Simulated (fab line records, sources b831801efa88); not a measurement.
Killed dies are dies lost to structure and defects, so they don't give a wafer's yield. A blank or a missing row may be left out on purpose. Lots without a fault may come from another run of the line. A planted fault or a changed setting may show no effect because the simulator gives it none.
Which tool did it? | flow gf180mcu | 12 lots, 36 wafers sampled, at 5 steps of a route of 602

WHAT THE GAUGES READ, wafer by wafer
GF_STI_THK_MEAS_02. Usual: STI_OXIDATION_THK 10.04 nm, standard deviation 0.2.
lot  | measured    | on            | STI_OXIDATION_THK (nm)              | flag
L255 | day 1 11:32 | film_metro-04 | 9.77 10.02 10.03                    |
L256 | day 1 16:31 | film_metro-02 | 9.76 9.91 9.88                      |
L257 | day 1 21:34 | film_metro-02 | 9.98 10.09 10.14                    |
L258 | day 2 02:31 | film_metro-03 | 10.39 10.20 10.15                   |
L259 | day 2 07:31 | film_metro-03 | 10.10 10.03 9.91                    |
L261 | day 2 18:20 | film_metro-04 | 9.98 10.05 10.01                    |
L263 | day 3 03:31 | film_metro-03 | 10.26 10.16 10.28                   |
L264 | day 3 08:32 | film_metro-04 | 11.47 11.41 11.48 11.51 11.38 11.57 | OFF
L266 | day 3 18:31 | film_metro-03 | 11.61 11.54 11.50 11.60 11.54 11.47 | OFF
L270 | day 4 15:16 | film_metro-04 | 9.96 10.09 10.17                    |
L271 | day 4 19:58 | film_metro-02 | 9.86 9.87 9.85                      |
L275 | day 5 15:31 | film_metro-03 | 10.02 10.00 10.07                   |

GF_POLY_GATE_THK_MEAS_17. Usual: POLY_GATE_OXIDATION_THK 4.02 nm, standard deviation 0.093.
lot  | measured     | on            | POLY_GATE_OXIDATION_THK (nm) | flag
L255 | day 9 15:26  | film_metro-03 | 4.03 3.89 3.90               |
L256 | day 10 01:05 | film_metro-02 | 3.95 4.05 4.02               |
L257 | day 10 13:38 | film_metro-02 | 4.02 3.93 3.88               |
L258 | day 10 13:35 | film_metro-03 | 4.09 4.00 4.00               |
L259 | day 10 21:45 | film_metro-01 | 3.90 3.83 3.86               |
L261 | day 11 07:27 | film_metro-02 | 4.00 4.02 4.01               |
L263 | day 12 08:08 | film_metro-02 | 4.02 4.06 3.91               |
L264 | day 12 08:13 | film_metro-02 | 4.18 4.08 4.11               |
L266 | day 12 20:17 | film_metro-02 | 4.16 4.17 4.15               |
L270 | day 14 01:04 | film_metro-03 | 4.24 4.27 4.19               |
L271 | day 14 01:04 | film_metro-02 | 4.14 4.15 4.13               |
L275 | day 14 22:10 | film_metro-02 | 4.09 4.17 4.15               |

GF_HV_LDD_THK_MEAS_57. Usual: HV_LDD_CVD_56_THK 90.2 nm, standard deviation 0.87.
lot  | measured     | on            | HV_LDD_CVD_56_THK (nm) | flag
L255 | day 12 17:41 | film_metro-03 | 90.7 90.2 90.3         |
L256 | day 13 05:12 | film_metro-01 | 90.8 90.2 91.0         |
L257 | day 13 20:09 | film_metro-01 | 91.1 90.8 90.7         |
L258 | day 13 18:06 | film_metro-01 | 88.7 88.4 88.7         |
L259 | day 14 01:46 | film_metro-01 | 89.8 89.3 89.2         |
L261 | day 14 14:47 | film_metro-04 | 90.8 89.8 90.4         |
L263 | day 15 20:18 | film_metro-04 | 90.3 89.9 88.8         |
L264 | day 15 21:20 | film_metro-01 | 88.5 89.2 88.9         |
L266 | day 16 11:04 | film_metro-04 | 90.8 90.2 90.8         |
L270 | day 17 21:50 | film_metro-04 | 91.6 92.2 91.4         |
L271 | day 17 22:08 | film_metro-03 | 90.3 89.8 90.0         |
L275 | day 18 22:58 | film_metro-01 | 90.6 89.0 90.0         |

GF_SAB_THK_MEAS_01. Usual: SAB_CVD_00_THK 49.9 nm, standard deviation 0.63.
lot  | measured     | on            | SAB_CVD_00_THK (nm) | flag
L255 | day 14 08:28 | film_metro-02 | 50.8 50.7 51.0      |
L256 | day 14 22:25 | film_metro-02 | 50.0 51.2 51.1      |
L257 | day 15 13:41 | film_metro-02 | 50.1 49.5 49.9      |
L258 | day 15 13:02 | film_metro-03 | 50.0 50.1 51.2      |
L259 | day 15 21:48 | film_metro-03 | 50.2 50.0 50.9      |
L261 | day 16 11:40 | film_metro-03 | 49.4 49.4 49.9      |
L263 | day 17 17:28 | film_metro-02 | 49.4 50.8 49.6      |
L264 | day 17 18:32 | film_metro-04 | 49.1 50.3 50.1      |
L266 | day 18 09:39 | film_metro-02 | 49.1 49.3 50.2      |
L270 | day 19 22:26 | film_metro-03 | 49.3 50.0 49.6      |
L271 | day 19 22:59 | film_metro-03 | 50.1 49.2 49.9      |
L275 | day 21 00:28 | film_metro-03 | 49.2 48.8 49.6      |

WHICH TOOL RAN EACH LOT (tool, then ch and the chambers of the sampled wafers, then the start)
lot  | GF_STI_OXIDATION_01
L255 | furnace-01 ch 0, day 1 10:07
L256 | furnace-01 ch 0, day 1 15:07
L257 | furnace-02 ch 0, day 1 20:10
L258 | furnace-02 ch 0, day 2 01:07
L259 | furnace-02 ch 0, day 2 06:07
L261 | furnace-02 ch 0, day 2 16:56
L263 | furnace-02 ch 0, day 3 02:07
L264 | furnace-02 ch 0, day 3 07:07
L266 | furnace-02 ch 0, day 3 17:07
L270 | furnace-01 ch 0, day 4 13:51
L271 | furnace-01 ch 0, day 4 18:32
L275 | furnace-01 ch 0, day 5 14:07
- GF_STI_OXIDATION_01: stabilise 600 s, purge 300 s, target thk 10 nm.

WHAT THE TOOLS THEMSELVES READ (means of the sampled wafers that have a number; where no wafer has one, the mark that the record gives instead)
GF_STI_OXIDATION_01. Usual: tube_center_temp_C 900 C, standard deviation 0.083.
lot  | tool       | tube_center_temp_C (C) | flag
L255 | furnace-01 | 900                    |
L256 | furnace-01 | 900                    |
L257 | furnace-02 | 900                    |
L258 | furnace-02 | 900                    |
L259 | furnace-02 | 900                    |
L261 | furnace-02 | 900                    |
L263 | furnace-02 | 900                    |
L264 | furnace-02 | 900                    |
L266 | furnace-02 | 900                    |
L270 | furnace-01 | 900                    |
L271 | furnace-01 | 900                    |
L275 | furnace-01 | 900                    |

THE ANSWER, worked out from the rows above alone
Rule: a lot is off if the mean of its wafers that have a number lies more than 3 standard deviations from the usual mean. A lot without any number at a reading at which 4 lots or more have one is off too. The other lots that the step has rows for count as sound. The gauges are gone through in route order, then the tools' own readings, and for those a lot's mean is taken as printed above. The first step at which some lot is off is used, and at that step the reading that is off furthest; a lot without a number counts as furthest.
Off: L264, L266, at GF_STI_THK_MEAS_02 (STI_OXIDATION_THK).
A tool fits if, at a process step before that reading, it ran every lot that is off, and no sound lot after the first of them. The gauges at GF_STI_THK_MEAS_02 are tried like those tools. One fits: furnace-02 at GF_STI_OXIDATION_01. Its last sound lot is L263 (day 3 02:07), its first lot that is off L264 (day 3 07:07): a fault that began between those two fits.

WHAT THE SIMULATOR HAD PUT IN
Process parameter drift: furnace-02, from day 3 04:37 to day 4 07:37, at GF_STI_OXIDATION_01. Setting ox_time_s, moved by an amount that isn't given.
Lots struck among those shown: L264, L266. The rule above found the same.
